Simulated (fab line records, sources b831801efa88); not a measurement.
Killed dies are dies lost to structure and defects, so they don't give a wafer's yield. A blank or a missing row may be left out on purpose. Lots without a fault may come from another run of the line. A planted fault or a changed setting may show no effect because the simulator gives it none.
A struck lot beside a sound one | flow sky130 | 13 steps out of a route of 708
Sound: wafers L546.1, L546.2, L546.3. Struck: wafers L545.3, L545.4, L545.5. The cause comes at the end.
At each step with rows: each side's tool, then ch and its chambers, then its first start. Under that, the readings that differ: sound wafers | struck wafers | difference of the means | sigmas: that difference in standard deviations of wafers without a fault.
alike: readings whose means differ by less than 2 such deviations, and words and numbers that are the same on both sides. not compared: withheld readings, readings that some wafer has no value for, bounds like >300 that may hide the same value, and numbers for which the record gives no deviation and whose values overlap.
The two part at a step that has a row with sigmas, a row that says differs or no value, or rows on one side only. Numbers that don't overlap but have no deviation are shown without sigmas and don't part them. A reading that every wafer of one side lacks parts them only if that side has two wafers or more.

SKY_NWELL_TW_MEAS_26:
  sound on film_metro-04, day 8 10:31; struck on film_metro-01, day 8 08:40
  alike: NWELL_2_TW
then, 1 step without rows for these wafers: SKY_NWELL_CLEAN_27 (cleans in SC1/SC2, time 150 s).
SKY_NWELL_RTA_28: time 30 s.
  sound on rtp_anneal-01 ch 0, day 8 10:38; struck on rtp_anneal-02 ch 0, day 8 08:48
  alike: lamp_power_pct, ramp_down_c_per_s, wafer_temp_C_max
SKY_NWELL_RS_MEAS_29: measures by four-point-probe.
  sound on film_metro-01, day 8 10:44; struck on film_metro-01, day 8 08:54
  alike: NWELL_RS
SKY_NWELL_RS_MEAS_31: measures by four-point-probe.
  sound on film_metro-01, day 8 10:59; struck on film_metro-01, day 8 09:08
  alike: PWDE_RS
then, 6 steps without rows for these wafers: SKY_VT_ADJUST_HVTP_DEHYDRATE_00 (time 60 s); SKY_VT_ADJUST_HVTP_HMDS_01 (prime time 60 s); SKY_VT_ADJUST_HVTP_COAT_02 (resist thk 1140 nm); SKY_VT_ADJUST_HVTP_SOFTBAKE_03 (time 60 s); SKY_VT_ADJUST_HVTP_EXPOSE_04 (exposes mask HVTPM, target cd 380 nm); SKY_VT_ADJUST_HVTP_PEB_05.
SKY_VT_ADJUST_HVTP_DEVELOP_06: develop time 60 s.
  sound on litho_track-02 ch 0, day 9 08:39; struck on litho_track-04, day 9 06:06
  no value came back on the struck wafers for chill_plate_temp_C (C), develop_time_s (s); on the sound wafers chill_plate_temp_C (C) reads 23.07 23.05 23.09
SKY_VT_ADJUST_HVTP_CD_MEAS_07: target cd 380 nm.
  sound on cd_sem-02, day 9 08:48; struck on cd_sem-01, day 9 06:14
  reading    | sound             | struck | difference                    | sigmas
  cd_nm (nm) | 381.1 380.8 385.0 | - - -  | no value on the struck wafers |

WHERE THEY PART
First at SKY_VT_ADJUST_HVTP_DEVELOP_06; last, within this record, at SKY_VT_ADJUST_HVTP_CD_MEAS_07.

WHY: what the simulator had put in
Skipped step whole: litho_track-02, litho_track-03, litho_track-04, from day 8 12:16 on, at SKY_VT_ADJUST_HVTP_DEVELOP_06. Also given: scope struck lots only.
